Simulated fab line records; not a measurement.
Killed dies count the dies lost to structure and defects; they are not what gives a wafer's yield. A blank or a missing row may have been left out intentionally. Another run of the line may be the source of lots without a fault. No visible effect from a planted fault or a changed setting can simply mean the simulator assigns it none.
Problem report in the 8D (eight disciplines) form, filled by code | flow gf180mcu | the parts of the form that need people (team, actions taken, sign-off) are left out

## 1. WHAT WENT WRONG
Wafers without a fault read 60.002, standard deviation 0.02; beam energy keV at GF_LVPWELL_IMPLANT_09 reads a mean of 62.132 on 9 wafers belonging to 3 lots. That is +99 or more standard deviations from the usual mean.
First observed at day 5 18:07: wafer L434.1, on implanter-03. At this step, 21 wafers from 7 lots have a number in the record. By rule, "out" or "out of limits" means more than 4 standard deviations away from the usual mean. Any other wafer with a number is counted as sound.

## 2. WHAT IT IS AND WHAT IT IS NOT
question                    | is                     | is not
which readings at this step | beam energy keV        | faraday current uA
which lots                  | L434, L436, L440       | L429, L432, L433, L447
which wafers of those lots  | all that have a number | -
read on which tools         | implanter-03           | implanter-02, implanter-04
when                        | from day 5 18:07       | up to then (9 sound wafers); but 3 sound wafers of L447 came after

## 3. THE SUSPECTS, EACH WITH WHAT RULES IT OUT
Counting: a tool stays on the suspect list if, at a process step up to the reading, it processed all lots that are out and no sound lot following the first of them.
- implanter-03 at GF_LVPWELL_IMPLANT_09: kept. Every lot that is out went through it, starting with L434 (day 5 18:07), and after that it ran no sound lot; the last sound lot it ran before then is L432 (day 5 12:54). On those wafers its own readings are out: beam energy keV.
Left after counting: implanter-03 at GF_LVPWELL_IMPLANT_09.

## 4. THE CAUSE (what the simulator had put in)
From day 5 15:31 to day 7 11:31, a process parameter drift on implanter-03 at GF_LVPWELL_IMPLANT_09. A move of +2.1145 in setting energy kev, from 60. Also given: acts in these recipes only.
Counting left only this tool.

## 5. SEQUENCE OF EFFECTS, ordered by route
One row per reading whose mean, taken over the struck wafers that have a number, lies over 3 standard deviations from the usual. Only readings for which the record gives a usual standard deviation are gone through. hours: the time from each lot's start at the first step in this table that gives one to its start at this step, as a median over the lots. sigmas: the change in usual standard deviations.
hours | step                  | reading         | usual  | on struck wafers | change | sigmas
0     | GF_LVPWELL_IMPLANT_09 | beam energy keV | 60.002 | 62.132           | +2.130 | +99 or more
Here are the process steps it includes:
- GF_LVPWELL_IMPLANT_09

## 6. WHAT WOULD HAVE CAUGHT IT SOONER
First out-of-limits reading in this record: day 5 18:07, which is 3 hours after fault onset at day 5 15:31.
